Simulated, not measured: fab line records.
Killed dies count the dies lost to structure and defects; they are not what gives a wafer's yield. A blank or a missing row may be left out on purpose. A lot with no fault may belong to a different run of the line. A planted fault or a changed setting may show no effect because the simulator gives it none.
A struck lot beside a sound one    flow sky130    17 steps out of a route of 708
Sound: these wafers, L250.1, L250.2, L250.6. Wafers struck: L259.2, L259.3, L259.5. The cause comes at the end.
For every step that has rows: the tool of each side, followed by ch and its chambers, followed by its first start. Under that, the readings that differ: sound wafers    struck wafers    difference of the means    sigmas: that difference in standard deviations of wafers without a fault.
alike: a reading whose means differ by less than 2 such deviations, as well as words and numbers matching on both sides. not compared: withheld readings; readings where some wafer has no value; bounds like >300 that might hide an equal value; numbers whose values overlap and for which the record gives no deviation.
Wherever a step has rows on one side only, a row that says differs or no value, or a row with sigmas, the two part there. Non-overlapping numbers with no deviation appear without sigmas and do not part them. Lack of a reading on every wafer of one side parts them only where that side has two or more wafers.

SKY_LDD_HVN_OVL_MEAS_07:
  sound on overlay-01 at day 20 08:49; struck on overlay-01 at day 23 19:37
  alike: LDD_HVN_OVL
following that, these wafers have no rows for 1 step: SKY_LDD_HVN_IMPLANT_08.
SKY_LDD_HVN_STRIP_09: strips in O2/N2.
  sound on plasma_asher-04 ch 0,1, day 20 09:01; struck on plasma_asher-04 ch 0,1, day 23 19:47
  alike: drypump_motor_current_A, o2_flow_sccm, oes_product_au, strip_time_to_endpoint_s
  not compared: rf_hours_counter_h
SKY_LDD_HVN_TW_MEAS_10:
  sound on film_metro-03 at day 20 09:07; struck on film_metro-01 at day 23 19:54
reading     sound           struck          difference  sigmas
LDD_HVN_TW  1419 1419 1410  1447 1443 1448  +30         +2
then, 7 steps without rows for these wafers: SKY_LDD_HVP_DEHYDRATE_00 (time 60 s); SKY_LDD_HVP_HMDS_01 (prime time 60 s); SKY_LDD_HVP_COAT_02 (resist thk 300 nm); SKY_LDD_HVP_SOFTBAKE_03 (time 60 s); SKY_LDD_HVP_EXPOSE_04 (exposes mask HVPTM, target cd 700 nm); SKY_LDD_HVP_PEB_05; SKY_LDD_HVP_DEVELOP_06 (develop time 60 s).
SKY_LDD_HVP_OVL_MEAS_07:
  sound on overlay-02 at day 21 15:17; struck on overlay-01 at day 25 00:26
  alike: LDD_HVP_OVL
SKY_LDD_HVP_IMPLANT_08:
  sound on implanter-02 ch 0, day 21 15:19; struck on implanter-02 ch 0, day 25 00:29
reading             sound                          struck                            difference   sigmas
dose_ions_cm2       1.6979e+13 1.7e+13 1.6992e+13  5.9581e+13 5.9598e+13 5.9601e+13  +4.2603e+13  +99 or more
faraday_current_uA  95.6 93.7 91.9                 345.5 345.3 336.6                 +248.7       +99 or more
SKY_LDD_HVP_STRIP_09: strips in O2/N2.
  sound on plasma_asher-02 ch 0,1, day 21 15:28; struck on plasma_asher-01 ch 0,1, day 25 00:37
  alike: drypump_motor_current_A, o2_flow_sccm, oes_product_au, strip_time_to_endpoint_s
  not compared: rf_hours_counter_h
SKY_LDD_HVP_TW_MEAS_10:
  sound on film_metro-01 at day 21 15:34; struck on film_metro-02 at day 25 00:44
reading     sound        struck       difference  sigmas
LDD_HVP_TW  461 463 460  673 673 672  +211        +62
then, 1 step without rows for these wafers: SKY_LDD_LDN_DEHYDRATE_00 (time 60 s).
-- here the record skips 23 days between the struck wafers' starts before and after, leaving off in module LDD_LDN and picking up in module PAD_OPEN (first step shown: number 708 of the route) --
SKY_PAD_OPEN_PROBE_99:
  sound on prober-01 at day 45 17:50; struck on prober-02 at day 47 23:35
reading                                    sound                    struck                   difference  sigmas
model.etest.tip_p_5v.rs_ohm_sq             2899 2888 2894           1171 1175 1166           -1723       
model.etest.pfet_g5v0d10v5.r_on_ohm_um     4788 4753 4775           4118 4078 4149           -657        
model.etest.pfet_g5v0d10v5.drive_ua_um     336.6 337.3 334.5        397.7 407.6 400.3        +65.7       
model.etest.tip_p_5v.rs_ohm_sq_range       65.23 83.92 32.74        23.6 25.78 26.47         -35.3       
model.etest.res_pdiff_hv.rs_ohm_sq         192.9 194.6 192.2        179.9 181.2 179.7        -13.0       
model.etest.pfet_g5v0d10v5.off_log10_a_um  -12.78 -12.42 -12.62     -10.31 -10.06 -9.964     +2.50       
model.etest.ring_5v.delay_ps               44.69 44.71 45.1         42.8 42.12 43.08         -2.2        
model.etest.pfet_g5v0d10v5.vt_sat_v (V)    -0.6415 -0.6246 -0.6472  -0.4556 -0.4363 -0.4339  +0.1958     
  alike: killed_at_M0_to_M3, killed_at_M4_up, killed_at_contacts, killed_at_front_end, killed_at_other, killed_dies, killed_open, killed_short

== WHERE THEY PART ==
At SKY_LDD_HVN_TW_MEAS_10 first; at SKY_LDD_HVP_TW_MEAS_10 last (within this record only). Later steps at which nothing parts them and some readings are alike: SKY_PAD_OPEN_PROBE_99.

WHY: the cause the simulator had injected
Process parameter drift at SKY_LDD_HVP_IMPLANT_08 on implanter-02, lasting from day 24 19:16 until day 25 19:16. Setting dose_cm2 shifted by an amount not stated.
